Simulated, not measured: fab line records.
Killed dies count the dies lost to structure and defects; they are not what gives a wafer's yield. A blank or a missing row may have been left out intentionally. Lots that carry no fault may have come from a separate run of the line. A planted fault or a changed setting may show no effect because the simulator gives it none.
Chamber matching :: flow sfq_line :: rie_diel-03 running SFQ_TRILAYER_L0_VIA_ETCH_VIA_ETCH_016: 4 sister chambers
The step etches SiO2 in CHF3, stops on MoNx KI, target depth 80 nm. 6 wafers are shown with their chamber, then 7 later ones without.

WAFERS WITH THEIR CHAMBER
wafer: L564.5
chamber: 0
oes_product_au (a.u.): 0.858

wafer: L565.2
chamber: 3
oes_product_au (a.u.): 0.853

wafer: L571.2
chamber: 2
oes_product_au (a.u.): 0.834

wafer: L571.5
chamber: 1
oes_product_au (a.u.): 0.835

wafer: L582.1
chamber: 2
oes_product_au (a.u.): 0.840

wafer: L582.2
chamber: 1
oes_product_au (a.u.): 0.839

WAFERS WITHOUT THEIR CHAMBER
wafer: L582.6
oes_product_au (a.u.): 0.846

wafer: L583.2
oes_product_au (a.u.): 0.840

wafer: L583.3
oes_product_au (a.u.): 0.850

wafer: L583.4
oes_product_au (a.u.): 0.852

wafer: L585.2
oes_product_au (a.u.): 0.838

wafer: L585.4
oes_product_au (a.u.): 0.852

wafer: L585.6
oes_product_au (a.u.): 0.835

CHAMBER TAKEN BY EACH
wafer: L582.6
from the rows above: can't be placed: 3 or 1 or 2 or 0
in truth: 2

wafer: L583.2
from the rows above: can't be placed: 1 or 2
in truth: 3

wafer: L583.3
from the rows above: can't be placed: 3 or 0
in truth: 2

wafer: L583.4
from the rows above: can't be placed: 3 or 0
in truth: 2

wafer: L585.2
from the rows above: can't be placed: 1 or 2
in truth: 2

wafer: L585.4
from the rows above: can't be placed: 3 or 0
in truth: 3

wafer: L585.6
from the rows above: can't be placed: 1 or 2
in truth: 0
Placed correctly: 0 of 7. Can't be placed from these rows: 7 (the true chamber is among the candidates in 3). Wrongly placed: 0.
How it was worked out, from the rows above alone: a wafer's distance from a chamber is the root of the sum, over the readings, of the square of ((its reading less the chamber's mean) divided by the reading's scatter). The wafer belongs to the nearest chamber; if the next one is less than 2 further off, it can't be placed. A chamber's mean is the mean of its shown wafers. The scatter: take each reading less its chamber's mean, square it, sum over the shown wafers, divide by the number of wafers less the number of chambers, and take the root.
